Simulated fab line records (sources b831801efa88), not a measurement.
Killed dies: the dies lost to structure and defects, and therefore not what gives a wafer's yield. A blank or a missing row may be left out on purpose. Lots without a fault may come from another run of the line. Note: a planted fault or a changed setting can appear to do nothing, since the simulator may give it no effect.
What tool caused it?	flow sky130	11 lots, 33 wafers sampled, at 1 step of a route of 708

WHAT THE GAUGES READ, wafer by wafer
SKY_SD_P_TW_MEAS_11.
lot	measured	on	SD_P_TW
L136	day 27 07:54	film metro-01	2815 2833 2833
L138	day 27 09:56	film metro-01	2820 2824 2828
L139	day 28 02:21	film metro-02	2787 2800 2800
L141	day 28 16:14	film metro-02	2780 2782 2794
L142	day 29 08:00	film metro-01	2817 2816 2817
L143	day 29 18:10	film metro-04	2824 2829 2836
L150	day 32 18:35	film metro-04	2827 2845 2821
L152	day 33 04:05	film metro-04	2835 2842 2828
L153	day 33 08:54	film metro-01	2808 2814 2800
L155	day 33 13:08	film metro-02	2793 2786 2808
L156	day 33 19:41	film metro-02	2812 2810 2810

TOOL THAT RAN EACH LOT (tool first, then ch and the chambers of the sampled wafers, then the start)
Record: no process step prior to these readings.

THE ANSWER, worked out from the rows above alone
Rule: the usual values come from the lots themselves. Put in order of their means at a reading, lots are off if they are a third of the lots or fewer, leave a main group of 4 or more, and stand apart from it by a gap of 3 or more times the standard deviation of the main group's means; of several such gaps the widest counts. A main group is skipped when, at the precision printed for the reading in the tables above, its means are all equal. Also off: a lot with no number at a reading for which 4 or more lots have one. Where the step has rows for the other lots, those lots are counted as sound.
No lot is off on any of the readings shown, so nothing can be concluded from this.

WHAT THE SIMULATOR HAD INSERTED
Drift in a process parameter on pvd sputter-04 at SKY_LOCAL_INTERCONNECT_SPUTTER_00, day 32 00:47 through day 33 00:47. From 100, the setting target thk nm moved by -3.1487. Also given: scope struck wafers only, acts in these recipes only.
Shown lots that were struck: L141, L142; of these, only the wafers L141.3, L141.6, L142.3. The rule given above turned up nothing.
